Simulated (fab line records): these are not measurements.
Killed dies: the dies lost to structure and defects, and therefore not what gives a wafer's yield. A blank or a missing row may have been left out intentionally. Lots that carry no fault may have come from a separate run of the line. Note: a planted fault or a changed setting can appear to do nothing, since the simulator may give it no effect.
fab line records ; flow sky130
record lots=11; wafers=33; lastDay=50
route steps=708 shown POLY_CUT@317 SD_P@327 SD_N@346 PAD_OPEN@708
lots that met no fault: from a run of the same line without faults
startH: hours from the record's opening day to when the first of the lot's shown wafers began ; waitH: hours from the lot's prior step to this one ; " same as the row above ; L1.1+2: one row covering several wafers at once ; - no value, or no start was given ; * or withheld: withheld ; < > ~ a bound
route shown NAME@n: a module of which the file shows steps, and the number in the route of the first ; usual: mean/standard deviation taken from wafers without a fault ; same: alike in all rows ; chamber/n: place in a boat ; sites: each site's reading ; _std_site: the values' standard deviation ; _edge_site: inner sites' mean taken away from outer sites' mean ; radiusMm: for every site, how far away it sits from the centre of the wafer ; mask NAME#n: copy n ; behind: the tool/chamber that last shaped the wafer ; hold: reason for holding the lot/hours on hold/outcome of the hold ; device: the n, p or np transistor that did not switch ; end of line: the same wafers' tests at the end of the route ; a step without rows: its recipe alone ; killed: the dies lost at the first sort to structure and to defects; this is not the yield of the wafer ; map: dies across one wafer; x = killed, . = not, _ = none there
set.NAME: the run value of the setting; set.NAME@STEP: its run value at that earlier step ; model.NAME: the simulator's own value behind a step, which no gauge read
the route's steps for a sample of lots (tables are steps, rows are wafers)
services: when a tool's chamber went out of use (startH, in hours from the record's first day, below 0 if earlier), for how many hours, and the reason
## steps
# step SKY_POLY_CUT_ETCH_10
# recipe chemistry=N2/H2; target=BARC; ionEnergyEv=200; sourceW=500; biasW=100; pressureMtorr=30; n2FlowSccm=100; h2FlowSccm=200; stopOn=SiO2; timeS=45.9; targetDepthA=600
# usual biasW=100.0/0.35; drypumpMotorCurrentA=5.9/0.44; oesProductAu=0.854/0.0048; throttleValvePct=13.226/0.0095
lot.wafer;tool;chamber;startH;waitH;biasW;drypumpMotorCurrentA;oesProductAu;rfHoursCounterH;throttleValvePct
L646.3;rieDiel-04;2;558.00;0.0;100.1;5.5;0.855;10;13.220
L646.5;rieDiel-04;2;558.00;0.0;100.1;5.5;0.853;-;13.219
L646.6;rieDiel-04;3;558.00;0.0;100.1;6.4;0.856;-;13.230
L649.2;rieDiel-02;3;603.32;0.0;100.0;6.3;0.847;1;13.217
L649.3;rieDiel-02;0;603.32;0.0;99.3;5.6;0.858;1;13.240
L649.4;rieDiel-02;1;603.32;0.0;100.0;6.0;0.862;29;13.229
L652.1;rieDiel-03;1;619.12;0.0;99.7;6.0;0.862;6;13.228
L652.2;rieDiel-03;3;619.12;0.0;99.9;6.4;0.857;38;13.225
L652.5;rieDiel-03;0;619.12;0.0;99.7;6.2;0.859;-;13.221
L654.2;rieDiel-04;2;629.50;0.0;100.1;5.5;0.849;12;13.233
L654.3;rieDiel-04;0;629.50;0.0;99.8;6.3;0.850;10;13.226
L654.6;rieDiel-04;3;629.50;0.0;100.3;6.3;0.859;-;13.225
L655.3;rieDiel-04;3;637.65;0.0;99.9;6.4;0.865;4;13.216
L655.4;rieDiel-04;0;637.65;0.0;99.5;6.3;0.854;-;13.222
L655.5;rieDiel-04;3;637.65;0.0;99.9;6.3;0.856;-;13.208
L657.2;rieDiel-02;0;657.37;0.0;99.9;5.6;0.852;2;13.231
L657.3;rieDiel-02;3;657.37;0.0;100.5;6.3;0.851;2;13.216
L657.6;rieDiel-02;2;657.37;0.0;99.5;5.1;0.855;-;13.247
L656.2;rieDiel-04;2;658.02;0.0;100.4;5.5;0.857;13;13.236
L656.3;rieDiel-04;3;658.02;0.0;99.9;6.3;0.855;4;13.236
L656.6;rieDiel-04;0;658.02;0.0;99.6;6.3;0.855;-;13.228
L659.2;rieDiel-03;3;668.47;0.0;99.7;6.5;0.857;39;13.221
L659.4;rieDiel-03;2;668.47;0.0;99.8;5.6;0.856;10;13.233
L659.6;rieDiel-03;0;668.47;0.0;99.3;6.1;0.853;-;13.225
L662.1;rieDiel-04;3;692.15;0.0;100.1;6.4;0.857;5;13.234
L662.2;rieDiel-04;0;692.15;0.0;100.3;6.2;0.853;12;13.229
L662.4;rieDiel-04;1;692.15;0.0;99.9;5.5;0.856;0;13.226
L663.1;rieDiel-03;0;700.80;0.0;99.8;6.2;0.850;6;13.230
L663.2;rieDiel-03;2;700.80;0.0;99.6;5.5;0.847;10;13.214
L663.4;rieDiel-03;3;700.80;0.0;100.3;6.5;0.854;-;13.200
L669.1;rieDiel-04;3;751.55;0.0;100.0;6.3;0.859;6;13.230
L669.2;rieDiel-04;2;751.55;0.0;100.2;5.5;0.850;16;13.236
L669.6;rieDiel-04;3;751.55;0.0;100.2;6.3;0.861;-;13.220
# step SKY_POLY_CUT_STRIP_12
# recipe chemistry=O2/N2; powerW=1400; pressureMtorr=1500; platenTempC=withheld; o2FlowSccm=3000; n2FlowSccm=300; overashFraction=0.5
# usual drypumpMotorCurrentA=5.7/0.54; o2FlowSccm=3001/7.8; oesProductAu=0.453/0.0047; stripTimeToEndpointS=5.362/0.018
lot.wafer;tool;chamber;startH;waitH;drypumpMotorCurrentA;o2FlowSccm;oesProductAu;rfHoursCounterH;stripTimeToEndpointS
L646.3;plasmaAsher-03;1;558.11;0.1;5.3;3000;0.448;-;5.391
L646.5;plasmaAsher-03;1;558.11;0.1;5.3;3011;0.460;-;5.378
L646.6;plasmaAsher-03;0;558.11;0.1;5.2;2998;0.456;-;5.373
L649.2;plasmaAsher-04;0;603.40;0.0;5.2;3001;0.454;17;5.367
L649.3;plasmaAsher-04;1;603.40;0.0;5.9;2989;0.444;-;5.348
L649.4;plasmaAsher-04;0;603.40;0.0;5.2;2998;0.452;-;5.359
L652.1;plasmaAsher-01;0;619.20;0.0;5.8;2995;0.449;80;5.368
L652.2;plasmaAsher-01;1;619.20;0.0;6.7;2999;0.451;80;5.390
L652.5;plasmaAsher-01;0;619.20;0.0;5.8;2996;0.455;-;5.371
L654.2;plasmaAsher-04;0;629.58;0.0;5.2;2999;0.463;20;5.357
L654.3;plasmaAsher-04;1;629.58;0.0;5.9;2992;0.461;-;5.338
L654.6;plasmaAsher-04;0;629.58;0.0;5.2;3000;0.453;-;5.365
L655.3;plasmaAsher-03;1;637.76;0.1;5.3;3026;0.460;-;5.397
L655.4;plasmaAsher-03;0;637.76;0.1;5.2;3005;0.446;-;5.381
L655.5;plasmaAsher-03;0;637.76;0.1;5.2;2999;0.448;-;5.377
L657.2;plasmaAsher-01;0;657.45;0.0;5.8;3011;0.452;84;5.376
L657.3;plasmaAsher-01;0;657.45;0.0;5.8;3002;0.450;-;5.334
L657.6;plasmaAsher-01;0;657.45;0.0;5.8;3010;0.455;-;5.345
L656.2;plasmaAsher-04;1;658.10;0.0;5.9;3010;0.447;23;5.352
L656.3;plasmaAsher-04;1;658.10;0.0;5.9;3003;0.445;-;5.354
L656.6;plasmaAsher-04;1;658.10;0.0;6.0;2999;0.461;-;5.385
L659.2;plasmaAsher-04;0;668.55;0.0;5.2;2983;0.465;24;5.376
L659.4;plasmaAsher-04;1;668.55;0.0;6.0;2992;0.455;-;5.351
L659.6;plasmaAsher-04;0;668.55;0.0;5.2;2996;0.454;-;5.377
L662.1;plasmaAsher-03;0;692.23;0.0;5.2;2990;0.450;97;5.361
L662.2;plasmaAsher-03;1;692.23;0.0;5.3;2992;0.446;97;5.359
L662.4;plasmaAsher-03;0;692.23;0.0;5.2;3009;0.452;-;5.352
L663.1;plasmaAsher-03;0;700.88;0.0;5.2;3017;0.451;98;5.346
L663.2;plasmaAsher-03;1;700.88;0.0;5.3;3002;0.449;98;5.346
L663.4;plasmaAsher-03;1;700.88;0.0;5.3;2999;0.450;-;5.334
L669.1;plasmaAsher-03;1;751.63;0.0;5.3;2994;0.456;1;5.409
L669.2;plasmaAsher-03;0;751.63;0.0;5.3;3010;0.455;1;5.382
L669.6;plasmaAsher-03;1;751.63;0.0;5.3;3004;0.454;-;5.381
# step SKY_SD_P_CD_MEAS_07
# recipe targetCdNm=380
# usual cdNm=379/3
lot.wafer;tool;chamber;startH;waitH;cdNm
L646.3;cdSem-01;-;587.50;0.1;381
L646.5;cdSem-01;-;587.50;0.1;384
L646.6;cdSem-01;-;587.50;0.1;382
L649.2;cdSem-02;-;632.63;0.1;379
L649.3;cdSem-02;-;632.63;0.1;377
L649.4;cdSem-02;-;632.63;0.1;380
L652.1;cdSem-02;-;648.16;0.1;373
L652.2;cdSem-02;-;648.16;0.1;373
L652.5;cdSem-02;-;648.16;0.1;375
L654.2;cdSem-02;-;658.18;0.1;380
L654.3;cdSem-02;-;658.18;0.1;378
L654.6;cdSem-02;-;658.18;0.1;380
L655.3;cdSem-02;-;666.50;0.1;379
L655.4;cdSem-02;-;666.50;0.1;382
L655.5;cdSem-02;-;666.50;0.1;381
L657.2;cdSem-01;-;685.28;0.1;382
L657.3;cdSem-01;-;685.28;0.1;380
L657.6;cdSem-01;-;685.28;0.1;382
L656.2;cdSem-01;-;685.81;0.1;380
L656.3;cdSem-01;-;685.81;0.1;381
L656.6;cdSem-01;-;685.81;0.1;378
L659.2;cdSem-01;-;696.71;0.1;377
L659.4;cdSem-01;-;696.71;0.1;378
L659.6;cdSem-01;-;696.71;0.1;375
L662.1;cdSem-02;-;720.29;0.1;380
L662.2;cdSem-02;-;720.29;0.1;382
L662.4;cdSem-02;-;720.29;0.1;384
L663.1;cdSem-02;-;728.46;0.1;385
L663.2;cdSem-02;-;728.46;0.1;385
L663.4;cdSem-02;-;728.46;0.1;385
L669.1;cdSem-02;-;778.71;0.1;379
L669.2;cdSem-02;-;778.71;0.1;378
L669.6;cdSem-02;-;778.71;0.1;381
# step SKY_SD_N_EXPOSE_04
# recipe maskId=NSDM; na=0.6; sourceShape=conventional; sigmaOuter=0.6; polarization=unpolarized; targetCdNm=380; doseMj=141
# usual stageVelMmS=499.96/0.26
lot.wafer;tool;chamber;startH;waitH;mask;stageVelMmS
L646.3;ilineStepper-02;0;631.25;-;NSDM#0;499.92
L646.5;ilineStepper-02;0;631.25;-;NSDM#0;500.44
L646.6;ilineStepper-02;0;631.25;-;NSDM#0;500.31
L649.2;ilineStepper-01;0;675.38;-;NSDM#0;500.12
L649.3;ilineStepper-01;0;675.38;-;NSDM#0;499.72
L649.4;ilineStepper-01;0;675.38;-;NSDM#0;500.20
L652.1;ilineStepper-01;0;691.16;-;NSDM#0;500.07
L652.2;ilineStepper-01;0;691.16;-;NSDM#0;499.80
L652.5;ilineStepper-01;0;691.16;-;NSDM#0;500.05
L654.2;ilineStepper-02;0;701.31;-;NSDM#0;500.03
L654.3;ilineStepper-02;0;701.31;-;NSDM#0;499.77
L654.6;ilineStepper-02;0;701.31;-;NSDM#0;500.14
L655.3;ilineStepper-02;0;708.48;-;NSDM#0;500.04
L655.4;ilineStepper-02;0;708.48;-;NSDM#0;500.28
L655.5;ilineStepper-02;0;708.48;-;NSDM#0;500.48
L657.2;ilineStepper-01;0;727.11;-;NSDM#0;500.10
L657.3;ilineStepper-01;0;727.11;-;NSDM#0;499.73
L657.6;ilineStepper-01;0;727.11;-;NSDM#0;499.98
L656.2;ilineStepper-02;0;728.36;-;NSDM#0;500.11
L656.3;ilineStepper-02;0;728.36;-;NSDM#0;499.85
L656.6;ilineStepper-02;0;728.36;-;NSDM#0;500.03
L659.2;ilineStepper-01;0;739.16;-;NSDM#0;499.82
L659.4;ilineStepper-01;0;739.16;-;NSDM#0;499.75
L659.6;ilineStepper-01;0;739.16;-;NSDM#0;499.95
L662.1;ilineStepper-02;0;760.86;-;URPM#0;499.95
L662.2;ilineStepper-02;0;760.86;-;URPM#0;499.88
L662.4;ilineStepper-02;0;760.86;-;URPM#0;499.74
L663.1;ilineStepper-01;0;768.94;-;NSDM#0;500.29
L663.2;ilineStepper-01;0;768.94;-;NSDM#0;499.86
L663.4;ilineStepper-01;0;768.94;-;NSDM#0;500.41
L669.1;ilineStepper-01;0;819.36;-;NSDM#0;500.12
L669.2;ilineStepper-01;0;819.36;-;NSDM#0;500.23
L669.6;ilineStepper-01;0;819.36;-;NSDM#0;499.98
# step SKY_SD_N_CD_MEAS_07
# recipe targetCdNm=380
# usual cdNm=380.0/2.8
lot.wafer;tool;chamber;startH;waitH;cdNm
L646.3;cdSem-01;-;645.30;0.1;385.9
L646.5;cdSem-01;-;645.30;0.1;385.4
L646.6;cdSem-01;-;645.30;0.1;385.9
L649.2;cdSem-01;-;688.88;0.1;376.9
L649.3;cdSem-01;-;688.88;0.1;378.9
L649.4;cdSem-01;-;688.88;0.1;377.2
L652.1;cdSem-01;-;704.81;0.1;380.0
L652.2;cdSem-01;-;704.81;0.1;380.2
L652.5;cdSem-01;-;704.81;0.1;381.5
L654.2;cdSem-01;-;714.56;0.1;373.9
L654.3;cdSem-01;-;714.56;0.1;374.9
L654.6;cdSem-01;-;714.56;0.1;373.0
L655.3;cdSem-02;-;721.85;0.1;380.7
L655.4;cdSem-02;-;721.85;0.1;382.6
L655.5;cdSem-02;-;721.85;0.1;382.8
L657.2;cdSem-02;-;740.83;0.1;377.3
L657.3;cdSem-02;-;740.83;0.1;380.0
L657.6;cdSem-02;-;740.83;0.1;378.5
L656.2;cdSem-01;-;741.48;0.1;375.6
L656.3;cdSem-01;-;741.48;0.1;375.9
L656.6;cdSem-01;-;741.48;0.1;377.0
L659.2;cdSem-01;-;752.68;0.1;377.6
L659.4;cdSem-01;-;752.68;0.1;377.7
L659.6;cdSem-01;-;752.68;0.1;382.2
L662.1;cdSem-01;-;774.39;0.1;-
L662.2;cdSem-01;-;774.39;0.1;-
L662.4;cdSem-01;-;774.39;0.1;-
L663.1;cdSem-01;-;781.84;0.1;374.8
L663.2;cdSem-01;-;781.84;0.1;376.8
L663.4;cdSem-01;-;781.84;0.1;376.1
L669.1;cdSem-01;-;832.09;0.1;382.0
L669.2;cdSem-01;-;832.09;0.1;381.1
L669.6;cdSem-01;-;832.09;0.1;380.5
# step SKY_SD_N_TW_MEAS_12
# usual SD_N_TW=4011/51
lot.wafer;tool;chamber;startH;waitH;SD_N_TW
L646.3;filmMetro-04;-;645.84;0.1;3978
L646.5;filmMetro-04;-;645.84;0.1;3986
L646.6;filmMetro-04;-;645.84;0.1;3965
L649.2;filmMetro-02;-;689.43;0.1;4009
L649.3;filmMetro-02;-;689.43;0.1;4008
L649.4;filmMetro-02;-;689.43;0.1;4023
L652.1;filmMetro-01;-;705.43;0.1;4144
L652.2;filmMetro-01;-;705.43;0.1;4130
L652.5;filmMetro-01;-;705.43;0.1;4116
L654.2;filmMetro-02;-;715.11;0.1;4035
L654.3;filmMetro-02;-;715.11;0.1;4038
L654.6;filmMetro-02;-;715.11;0.1;4052
L655.3;filmMetro-04;-;722.39;0.1;3978
L655.4;filmMetro-04;-;722.39;0.1;3983
L655.5;filmMetro-04;-;722.39;0.1;3964
L657.2;filmMetro-04;-;741.38;0.1;3960
L657.3;filmMetro-04;-;741.38;0.1;3981
L657.6;filmMetro-04;-;741.38;0.1;3965
L656.2;filmMetro-04;-;742.03;0.1;3971
L656.3;filmMetro-04;-;742.03;0.1;3980
L656.6;filmMetro-04;-;742.03;0.1;3984
L659.2;filmMetro-04;-;753.23;0.1;3975
L659.4;filmMetro-04;-;753.23;0.1;3995
L659.6;filmMetro-04;-;753.23;0.1;3976
L662.1;filmMetro-04;-;774.95;0.1;30
L662.2;filmMetro-04;-;774.95;0.1;30
L662.4;filmMetro-04;-;774.95;0.1;30
L663.1;filmMetro-04;-;782.40;0.1;3984
L663.2;filmMetro-04;-;782.40;0.1;3958
L663.4;filmMetro-04;-;782.40;0.1;3941
L669.1;filmMetro-02;-;832.65;0.1;4022
L669.2;filmMetro-02;-;832.65;0.1;4050
L669.6;filmMetro-02;-;832.65;0.1;4049
# step SKY_PAD_OPEN_PROBE_99
# usual killed_at_M0_to_M3=44/7.1; killed_at_M4_up=3.5/2; killedAtContacts=24/5.3; killedAtFrontEnd=15/4.8; killedAtOther=0.1/0.35; killedDies=86/9.3; killedOnRim=17/4; killedOpen=47/7.8; killedShort=39/5.9
# same grossDies=492; killedAtBackSide=0
lot.wafer;tool;chamber;startH;waitH;killed_at_M0_to_M3;killed_at_M4_up;killedAtContacts;killedAtFrontEnd;killedAtOther;killedDies;killedOnRim;killedOpen;killedShort
L646.3;prober-01;-;1073.73;0.2;36;3;23;20;0;82;12;48;34
L646.5;prober-01;-;1073.83;0.2;35;4;21;27;1;88;14;51;37
L646.6;prober-01;-;1073.88;0.2;44;6;36;17;0;103;22;63;40
L652.1;prober-01;-;1117.58;0.1;41;8;21;13;0;83;21;44;39
L652.2;prober-01;-;1117.63;0.1;50;4;23;19;0;96;24;46;50
L652.5;prober-01;-;1117.78;0.2;32;6;24;19;0;81;10;44;37
L654.2;prober-02;-;1128.12;0.1;53;2;31;13;0;99;17;55;44
L654.3;prober-02;-;1128.17;0.2;45;4;21;14;0;84;22;47;37
L654.6;prober-02;-;1128.32;0.2;38;2;22;8;0;70;15;37;33
L657.2;prober-02;-;1143.40;0.1;47;4;17;13;0;81;16;30;51
L657.3;prober-02;-;1143.45;0.2;52;2;28;11;0;93;21;52;41
L657.6;prober-02;-;1143.60;0.2;40;4;25;12;0;81;15;48;33
L662.1;prober-02;-;1169.71;0.1;39;3;29;421;0;492;96;49;33
L662.2;prober-02;-;1169.76;0.1;42;4;23;423;0;492;96;42;40
L662.4;prober-02;-;1169.86;0.2;41;5;22;423;1;492;96;42;42
L663.1;prober-01;-;1174.43;0.1;39;2;25;13;0;79;6;43;36
L663.2;prober-01;-;1174.48;0.1;33;2;29;16;0;80;13;42;38
L663.4;prober-01;-;1174.58;0.2;39;5;33;16;0;93;18;52;41
# killed by level:class
L646.3 CONTACT:geometricParticle:open=12 VIA2:geometricParticle:open=7 FIELD_ISO:geometricParticle:short=6 VIA3:geometricParticle:open=6 METAL1:geometricParticle:short=5 LI_CONTACT:geometricParticle:open=4 VIA1:geometricParticle:short=4 VIA1:geometricParticle:open=4
L646.5 CONTACT:geometricParticle:open=9 FIELD_ISO:geometricParticle:short=7 VIA3:geometricParticle:open=7 POLY_GATE:geometricParticle:open=5 VIA1:geometricParticle:open=5 FIELD_ISO:geometricParticle:open=4 LI_CONTACT:geometricParticle:open=4 VIA2:geometricParticle:open=4
L646.6 CONTACT:geometricParticle:open=16 VIA3:geometricParticle:open=10 LI_CONTACT:geometricParticle:open=9 VIA2:geometricParticle:open=8 VIA1:geometricParticle:open=8 FIELD_ISO:geometricParticle:short=7 CONTACT:geometricParticle:short=5 LOCAL_INTERCONNECT:geometricParticle:short=4
L652.1 LI_CONTACT:geometricParticle:open=9 VIA1:geometricParticle:open=7 CONTACT:geometricParticle:open=6 VIA2:geometricParticle:open=6 METAL2:geometricParticle:short=5 METAL4:geometricParticle:short=5 FIELD_ISO:geometricParticle:short=4 LOCAL_INTERCONNECT:geometricParticle:short=4
L652.2 VIA1:geometricParticle:open=10 FIELD_ISO:geometricParticle:open=7 VIA2:geometricParticle:open=7 VIA3:geometricParticle:open=7 FIELD_ISO:geometricParticle:short=6 LI_CONTACT:geometricParticle:open=6 LI_CONTACT:geometricParticle:short=5 CONTACT:geometricParticle:open=5
L652.5 LI_CONTACT:geometricParticle:open=10 VIA1:geometricParticle:open=8 CONTACT:geometricParticle:open=6 FIELD_ISO:geometricParticle:open=5 METAL4:geometricParticle:short=5 VIA3:geometricParticle:open=4 POLY_GATE:geometricParticle:short=4 LOCAL_INTERCONNECT:geometricParticle:short=4
L654.2 VIA1:geometricParticle:open=17 CONTACT:geometricParticle:open=11 LI_CONTACT:geometricParticle:open=9 VIA1:geometricParticle:short=6 VIA2:geometricParticle:open=6 FIELD_ISO:geometricParticle:short=5 CONTACT:geometricParticle:short=5 METAL3:geometricParticle:short=5
L654.3 VIA2:geometricParticle:open=10 VIA3:geometricParticle:open=9 LI_CONTACT:geometricParticle:open=7 FIELD_ISO:geometricParticle:open=5 CONTACT:geometricParticle:short=5 CONTACT:geometricParticle:open=5 METAL1:geometricParticle:short=5 VIA1:geometricParticle:open=4
L654.6 CONTACT:geometricParticle:open=11 VIA1:geometricParticle:open=8 VIA3:geometricParticle:open=6 FIELD_ISO:geometricParticle:open=5 LOCAL_INTERCONNECT:geometricParticle:short=5 VIA2:geometricParticle:short=5 CONTACT:geometricParticle:short=4 METAL1:geometricParticle:short=4
L657.2 VIA1:geometricParticle:short=9 METAL1:geometricParticle:short=9 VIA3:geometricParticle:open=9 CONTACT:geometricParticle:open=7 FIELD_ISO:geometricParticle:short=6 VIA2:geometricParticle:short=6 CONTACT:geometricParticle:short=5 VIA2:geometricParticle:open=5
L657.3 VIA1:geometricParticle:open=13 LI_CONTACT:geometricParticle:open=12 METAL1:geometricParticle:short=9 VIA2:geometricParticle:open=6 LOCAL_INTERCONNECT:geometricParticle:short=6 VIA3:geometricParticle:open=6 POLY_GATE:geometricParticle:open=5 FIELD_ISO:geometricParticle:short=4
L657.6 VIA3:geometricParticle:open=12 CONTACT:geometricParticle:open=11 LI_CONTACT:geometricParticle:open=6 VIA1:geometricParticle:open=6 METAL2:geometricParticle:short=6 VIA2:geometricParticle:open=5 VIA2:geometricParticle:short=5 POLY_GATE:geometricParticle:short=4
L662.1 SD_N:areaExpose=410 CONTACT:geometricParticle:open=11 VIA2:geometricParticle:open=10 LI_CONTACT:geometricParticle:open=9 METAL1:geometricParticle:short=6 VIA1:geometricParticle:open=5 FIELD_ISO:geometricParticle:open=4 CONTACT:geometricParticle:short=4
L662.2 SD_N:areaExpose=410 METAL1:geometricParticle:short=11 CONTACT:geometricParticle:open=8 LI_CONTACT:geometricParticle:open=7 METAL2:geometricParticle:short=5 VIA2:geometricParticle:open=5 VIA3:geometricParticle:open=5 CONTACT:geometricParticle:short=4
L662.4 SD_N:areaExpose=408 CONTACT:geometricParticle:open=11 VIA3:geometricParticle:open=9 METAL2:geometricParticle:short=7 VIA1:geometricParticle:open=6 VIA1:geometricParticle:short=5 LI_CONTACT:geometricParticle:open=4 LOCAL_INTERCONNECT:geometricParticle:short=4
L663.1 LI_CONTACT:geometricParticle:open=8 CONTACT:geometricParticle:open=8 VIA1:geometricParticle:short=8 VIA3:geometricParticle:open=7 VIA1:geometricParticle:open=6 VIA2:geometricParticle:open=6 FIELD_ISO:geometricParticle:short=4 CONTACT:geometricParticle:short=4
L663.2 CONTACT:geometricParticle:open=11 LI_CONTACT:geometricParticle:open=8 VIA1:geometricParticle:open=8 METAL2:geometricParticle:short=8 VIA2:geometricParticle:open=7 FIELD_ISO:geometricParticle:short=5 POLY_GATE:geometricParticle:short=5 LOCAL_INTERCONNECT:geometricParticle:short=4
L663.4 CONTACT:geometricParticle:open=14 VIA3:geometricParticle:open=9 VIA1:geometricParticle:open=9 LI_CONTACT:geometricParticle:open=6 METAL1:geometricParticle:short=6 FIELD_ISO:geometricParticle:open=5 FIELD_ISO:geometricParticle:short=5 LOCAL_INTERCONNECT:geometricParticle:short=5
## services
tool;chamber;startH;hours;kind
ilineStepper-01;-;537.37;6.3;repair
plasmaAsher-01;-;579.19;2.9;repair
ilineStepper-01;-;579.82;1.7;pm
rieDiel-04;1;582.25;12.5;repair
plasmaAsher-03;-;592.93;2.7;repair
rieDiel-03;-;594.74;14.6;pm
ilineStepper-01;-;612.98;4.4;pm
plasmaAsher-03;-;624.80;6.1;repair
plasmaAsher-03;-;626.74;1.1;repair
rieDiel-02;-;636.96;0.5;repair
rieDiel-02;3;639.22;6.4;repair
rieDiel-02;3;662.79;4.6;repair
ilineStepper-02;-;673.51;18.8;repair
ilineStepper-02;-;694.58;1.7;pm
plasmaAsher-04;-;698.24;14.6;pm
rieDiel-03;1;698.89;4.3;repair
plasmaAsher-04;-;724.69;11.8;repair
plasmaAsher-03;-;733.75;9.0;pm
rieDiel-03;2;765.72;4.8;repair
plasmaAsher-04;-;772.67;2.8;pm
rieDiel-04;-;780.45;1.3;repair
ilineStepper-01;-;798.00;1.7;pm
rieDiel-04;0;811.74;2.6;repair
ilineStepper-01;-;813.81;2.1;pm
## key
firstSign step=SKY_SD_N_EXPOSE_04; reading=mask; direction=changed
effect step=SKY_SD_N_CD_MEAS_07; reading=cdNm; direction=missing
effect step=SKY_SD_N_TW_MEAS_12; reading=SD_N_TW; direction=down; sigmas=78; usual=4011; struck=30
effect step=SKY_PAD_OPEN_PROBE_99; reading=killedAtFrontEnd; direction=up; sigmas=85; usual=15; struck=422
moreKillsBornAt SKY_SD_N_EXPOSE_04@ilineStepper-02=1228
metAt SKY_SD_N_EXPOSE_04
struckLots L662
testerLeftOut L662
notActingAt SKY_POLY_CUT_ETCH_10,SKY_POLY_CUT_STRIP_12,SKY_SD_P_CD_MEAS_07
onsetBetween 728.36 760.86
fault kind=wrongMask; tool=any; chamber=-; onsetH=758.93; steps=SKY_SD_N_EXPOSE_04; auxCopy=URPM#0; scope=struckLotsOnly
# testerLeftOut: of these lots the tester's yield and bins aren't shown, on N5 and GAA mostly nor the transistor test; their killed dies are dies lost to structure and defects alone, not to doping, threshold or leakage, so they don't give the yield
